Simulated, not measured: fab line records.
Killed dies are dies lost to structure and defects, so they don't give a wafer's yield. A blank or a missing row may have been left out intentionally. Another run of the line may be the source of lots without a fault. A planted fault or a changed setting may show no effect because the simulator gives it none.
The same fault as seen by 2 desks + flow sky130 + every desk sees just its own numbers, and what lay behind them comes last

== AT THE METROLOGY DESK ==
Lot by lot, what the gauges showed, no matter which tool ran the lot: averages of those sampled wafers that carry a number. Marked OUT: a lot whose mean sits more than 4 standard deviations from the usual mean, which makes it out of limits; the brackets give that distance.
Columns: A = cd nm at SKY_POLY_CUT_CD_MEAS_08, usual 269.7 nm; B = LI_CONTACT_W_RS at SKY_LI_CONTACT_RS_MEAS_22, usual 0.287 ohm/sq
| lot  | first seen here | A     | B     |
|------|-----------------|-------|-------|
| L569 | day 23 18:33    | 270.3 | 0.287 |
| L570 | day 23 20:52    | 270.9 | 0.289 |
| L572 | day 24 20:58    | 268.1 | 0.287 |
| L573 | day 25 04:31    | 268.7 | 0.289 |
| L574 | day 25 13:16    | 267.9 | 0.294 |
| L575 | day 25 19:15    | 269.3 | 0.282 |
| L577 | day 26 11:04    | 270.3 | 0.291 |
| L579 | day 27 08:22    | 269.6 | 0.286 |
| L580 | day 27 13:10    | 269.8 | 0.289 |
| L583 | day 28 09:13    | 271.5 | 0.282 |
| L590 | day 31 06:22    | 269.0 | 0.284 |
| L592 | day 31 11:20    | 269.4 | 0.287 |
This desk's finding: nothing out of limits on any of the 12 lots.

== AT THE TOOL OWNER'S DESK: cvd w-01 ==
The tool's own readings at SKY_LI_CONTACT_CVD_21 (deposits W, target thk 400 nm, time 120.56 s): means of the sampled wafers that have a number, for each lot that ran on this tool. Marked OUT: a lot whose mean sits more than 4 standard deviations from the usual mean, which makes it out of limits; the brackets give that distance.
Columns: A = heater power w at SKY_LI_CONTACT_CVD_21, usual 962 W
| lot  | first seen here | A    |
|------|-----------------|------|
| L569 | day 28 19:40    | 940  |
| L570 | day 28 20:34    | 869  |
| L572 | day 29 18:47    | 1012 |
| L574 | day 30 11:29    | 880  |
| L583 | day 32 21:59    | 931  |
This desk's finding: nothing out of limits on any of the 5 lots.

== ALL TOGETHER ==
Nothing out of limits was seen by the metrology desk.
Nothing out of limits was seen by the tool owner's desk.

== WHAT THE SIMULATOR HAD INSERTED ==
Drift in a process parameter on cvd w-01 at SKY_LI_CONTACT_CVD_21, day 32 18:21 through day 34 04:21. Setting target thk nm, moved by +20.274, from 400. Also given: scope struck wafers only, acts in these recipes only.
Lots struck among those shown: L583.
